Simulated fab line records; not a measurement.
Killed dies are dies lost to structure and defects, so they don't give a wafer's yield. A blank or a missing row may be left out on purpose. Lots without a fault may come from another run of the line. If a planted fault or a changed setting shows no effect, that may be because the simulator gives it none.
The tool behind it: which one? || flow sky130 || Sampling: 13 lots, 39 wafers, 4 of 708 route steps

WHAT THE GAUGES SHOWED, per wafer
SKY_CONTACT_OVL_MEAS_15. Usual: CONTACT_OVL gives 0 nm (standard deviation 5).
{"lot": "L229", "measured": "day 31 14:31", "on": "overlay-01", "CONTACT_OVL (nm)": "5 7 -3", "flag": ""}
{"lot": "L230", "measured": "day 31 18:27", "on": "overlay-01", "CONTACT_OVL (nm)": "-6 -9 -6", "flag": ""}
{"lot": "L231", "measured": "day 32 01:40", "on": "overlay-02", "CONTACT_OVL (nm)": "-2 -4 0", "flag": ""}
{"lot": "L232", "measured": "day 32 11:37", "on": "overlay-02", "CONTACT_OVL (nm)": "-2 -7 -10", "flag": ""}
{"lot": "L233", "measured": "day 32 21:12", "on": "overlay-02", "CONTACT_OVL (nm)": "11 2 7", "flag": ""}
{"lot": "L239", "measured": "day 34 18:04", "on": "overlay-01", "CONTACT_OVL (nm)": "0 2 5", "flag": ""}
{"lot": "L242", "measured": "day 35 20:40", "on": "overlay-01", "CONTACT_OVL (nm)": "-6 -4 -9", "flag": ""}
{"lot": "L245", "measured": "day 36 09:04", "on": "overlay-01", "CONTACT_OVL (nm)": "2 4 1", "flag": ""}
{"lot": "L246", "measured": "day 36 19:55", "on": "overlay-02", "CONTACT_OVL (nm)": "5 2 0", "flag": ""}
{"lot": "L247", "measured": "day 37 06:37", "on": "overlay-02", "CONTACT_OVL (nm)": "-1 3 -6", "flag": ""}
{"lot": "L248", "measured": "day 37 13:04", "on": "overlay-02", "CONTACT_OVL (nm)": "-9 -5 -4", "flag": ""}
{"lot": "L251", "measured": "day 38 10:22", "on": "overlay-01", "CONTACT_OVL (nm)": "-4 -2 -6", "flag": ""}
{"lot": "L252", "measured": "day 39 21:04", "on": "overlay-01", "CONTACT_OVL (nm)": "6 7 9", "flag": ""}

SKY_METAL1_RS_MEAS_05: the measuring method here is four-point-probe. Usual: METAL1_ALCU_RS gives 0.1271 ohm/sq (standard deviation 0.0016).
{"lot": "L229", "measured": "day 31 16:06", "on": "film metro-04", "METAL1_ALCU_RS (ohm/sq)": "0.1254 0.1296 0.1303", "flag": ""}
{"lot": "L230", "measured": "day 31 20:01", "on": "film metro-04", "METAL1_ALCU_RS (ohm/sq)": "0.1278 0.1280 0.1283", "flag": ""}
{"lot": "L231", "measured": "day 32 03:13", "on": "film metro-04", "METAL1_ALCU_RS (ohm/sq)": "0.1276 0.1268 0.1265", "flag": ""}
{"lot": "L232", "measured": "day 32 13:11", "on": "film metro-04", "METAL1_ALCU_RS (ohm/sq)": "0.1283 0.1238 0.1234", "flag": ""}
{"lot": "L233", "measured": "day 32 22:56", "on": "film metro-04", "METAL1_ALCU_RS (ohm/sq)": "0.1274 0.1290 0.1270", "flag": ""}
{"lot": "L239", "measured": "day 34 19:38", "on": "film metro-02", "METAL1_ALCU_RS (ohm/sq)": "0.1289 0.1270 0.1275", "flag": ""}
{"lot": "L242", "measured": "day 35 22:15", "on": "film metro-04", "METAL1_ALCU_RS (ohm/sq)": "0.1303 0.1253 0.1260", "flag": ""}
{"lot": "L245", "measured": "day 36 10:37", "on": "film metro-04", "METAL1_ALCU_RS (ohm/sq)": "0.1264 0.1273 0.1301", "flag": ""}
{"lot": "L246", "measured": "day 36 21:30", "on": "film metro-02", "METAL1_ALCU_RS (ohm/sq)": "0.1245 0.1280 0.1242", "flag": ""}
{"lot": "L247", "measured": "day 37 08:12", "on": "film metro-02", "METAL1_ALCU_RS (ohm/sq)": "0.1245 0.1255 0.1243", "flag": ""}
{"lot": "L248", "measured": "day 37 14:38", "on": "film metro-03", "METAL1_ALCU_RS (ohm/sq)": "0.1266 0.1247 0.1282", "flag": ""}
{"lot": "L251", "measured": "day 38 11:59", "on": "film metro-03", "METAL1_ALCU_RS (ohm/sq)": "0.1285 0.1249 0.1241", "flag": ""}
{"lot": "L252", "measured": "day 39 22:42", "on": "film metro-02", "METAL1_ALCU_RS (ohm/sq)": "0.1273 0.1273 0.1255", "flag": ""}

SKY_VIA1_RS_MEAS_22: the measuring method here is four-point-probe. Usual: VIA1_W_RS gives 0.428 ohm/sq (standard deviation 0.0052).
{"lot": "L229", "measured": "day 34 00:31", "on": "film metro-03", "VIA1_W_RS (ohm/sq)": "0.421 0.438 0.426", "flag": ""}
{"lot": "L230", "measured": "day 34 03:50", "on": "film metro-03", "VIA1_W_RS (ohm/sq)": "0.436 0.434 0.435", "flag": ""}
{"lot": "L231", "measured": "day 34 11:29", "on": "film metro-03", "VIA1_W_RS (ohm/sq)": "0.421 0.424 0.427", "flag": ""}
{"lot": "L232", "measured": "day 34 21:53", "on": "film metro-02", "VIA1_W_RS (ohm/sq)": "0.427 0.430 0.426", "flag": ""}
{"lot": "L233", "measured": "day 35 06:11", "on": "film metro-03", "VIA1_W_RS (ohm/sq)": "0.430 0.440 0.437", "flag": ""}
{"lot": "L239", "measured": "day 37 01:59", "on": "film metro-01", "VIA1_W_RS (ohm/sq)": "0.426 0.427 0.430", "flag": ""}
{"lot": "L242", "measured": "day 38 03:56", "on": "film metro-01", "VIA1_W_RS (ohm/sq)": "0.432 0.429 0.429", "flag": ""}
{"lot": "L245", "measured": "day 38 16:38", "on": "film metro-02", "VIA1_W_RS (ohm/sq)": "0.426 0.425 0.427", "flag": ""}
{"lot": "L246", "measured": "day 39 03:14", "on": "film metro-02", "VIA1_W_RS (ohm/sq)": "0.427 0.429 0.432", "flag": ""}
{"lot": "L247", "measured": "day 39 12:58", "on": "film metro-03", "VIA1_W_RS (ohm/sq)": "0.430 0.431 0.433", "flag": ""}
{"lot": "L248", "measured": "day 39 19:47", "on": "film metro-02", "VIA1_W_RS (ohm/sq)": "0.424 0.426 0.419", "flag": ""}
{"lot": "L251", "measured": "day 40 15:19", "on": "film metro-03", "VIA1_W_RS (ohm/sq)": "0.431 0.419 0.421", "flag": ""}
{"lot": "L252", "measured": "day 42 01:07", "on": "film metro-02", "VIA1_W_RS (ohm/sq)": "0.418 0.416 0.416", "flag": ""}

WHAT TOOL EACH LOT RAN ON (gives the tool, then ch and the chambers of the sampled wafers, and finally the start)
{"lot": "L229", "SKY_LI_CONTACT_ETCH_15": "rie diel-01 ch 1,3, day 29 03:50"}
{"lot": "L230", "SKY_LI_CONTACT_ETCH_15": "rie diel-01 ch 0,2,3, day 29 08:53"}
{"lot": "L231", "SKY_LI_CONTACT_ETCH_15": "rie diel-02 ch 0,2,3, day 29 15:15"}
{"lot": "L232", "SKY_LI_CONTACT_ETCH_15": "rie diel-01 ch 0,1,3, day 30 03:48"}
{"lot": "L233", "SKY_LI_CONTACT_ETCH_15": "rie diel-02 ch 0,1,3, day 30 11:17"}
{"lot": "L239", "SKY_LI_CONTACT_ETCH_15": "rie diel-03 ch 0,2,3, day 32 11:07"}
{"lot": "L242", "SKY_LI_CONTACT_ETCH_15": "rie diel-03 ch 0,1, day 33 14:18"}
{"lot": "L245", "SKY_LI_CONTACT_ETCH_15": "rie diel-02 ch 1,3, day 34 02:45"}
{"lot": "L246", "SKY_LI_CONTACT_ETCH_15": "rie diel-02 ch 1,2,3, day 34 13:20"}
{"lot": "L247", "SKY_LI_CONTACT_ETCH_15": "rie diel-02 ch 1,3, day 35 00:02"}
{"lot": "L248", "SKY_LI_CONTACT_ETCH_15": "rie diel-01 ch 0,1,2, day 35 06:23"}
{"lot": "L251", "SKY_LI_CONTACT_ETCH_15": "rie diel-02 ch 1,2,3, day 36 03:47"}
{"lot": "L252", "SKY_LI_CONTACT_ETCH_15": "rie diel-01 ch 0,1,3, day 37 16:26"}
- SKY_LI_CONTACT_ETCH_15: etches PSG in C4F8/O2/Ar, stops on Si, target depth 600 nm.

WHAT THE TOOLS THEMSELVES READ (means of the sampled wafers that have a number; where no wafer has one, the mark that the record gives instead)
SKY_LI_CONTACT_ETCH_15. Usual: bias w 1200 W, standard deviation 3.5; oes product au 0.838 a.u., standard deviation 0.0046.
{"lot": "L229", "tool": "rie diel-01", "bias w (W)": 1205, "oes product au (a.u.)": 0.837, "flag": ""}
{"lot": "L230", "tool": "rie diel-01", "bias w (W)": 1198, "oes product au (a.u.)": 0.842, "flag": ""}
{"lot": "L231", "tool": "rie diel-02", "bias w (W)": 1198, "oes product au (a.u.)": 0.842, "flag": ""}
{"lot": "L232", "tool": "rie diel-01", "bias w (W)": 1201, "oes product au (a.u.)": 0.840, "flag": ""}
{"lot": "L233", "tool": "rie diel-02", "bias w (W)": 1200, "oes product au (a.u.)": 0.837, "flag": ""}
{"lot": "L239", "tool": "rie diel-03", "bias w (W)": 1200, "oes product au (a.u.)": 0.838, "flag": ""}
{"lot": "L242", "tool": "rie diel-03", "bias w (W)": 1200, "oes product au (a.u.)": 0.838, "flag": ""}
{"lot": "L245", "tool": "rie diel-02", "bias w (W)": 1202, "oes product au (a.u.)": 0.840, "flag": ""}
{"lot": "L246", "tool": "rie diel-02", "bias w (W)": 1204, "oes product au (a.u.)": 0.833, "flag": ""}
{"lot": "L247", "tool": "rie diel-02", "bias w (W)": 1199, "oes product au (a.u.)": 0.841, "flag": ""}
{"lot": "L248", "tool": "rie diel-01", "bias w (W)": 1199, "oes product au (a.u.)": 0.836, "flag": ""}
{"lot": "L251", "tool": "rie diel-02", "bias w (W)": 1200, "oes product au (a.u.)": 0.837, "flag": ""}
{"lot": "L252", "tool": "rie diel-01", "bias w (W)": 1194, "oes product au (a.u.)": 0.836, "flag": ""}

THE ANSWER, worked out from the rows above alone
Rule: take the mean of a lot's wafers that have a number; if it is more than 3 standard deviations from the usual mean, the lot is off. Also off: a lot with no number at a reading for which 4 or more lots have one. Where the step has rows for the other lots, those lots are counted as sound. Order of review: gauges by route order, followed by the tools' own readings, for which a lot's mean as printed above is used. At the first step where some lot is off, the reading lying furthest off is the one used; lots without a number count as furthest.
Across all readings shown, no lot is off: no conclusion can be drawn from this.

WHAT THE SIMULATOR HAD INSERTED
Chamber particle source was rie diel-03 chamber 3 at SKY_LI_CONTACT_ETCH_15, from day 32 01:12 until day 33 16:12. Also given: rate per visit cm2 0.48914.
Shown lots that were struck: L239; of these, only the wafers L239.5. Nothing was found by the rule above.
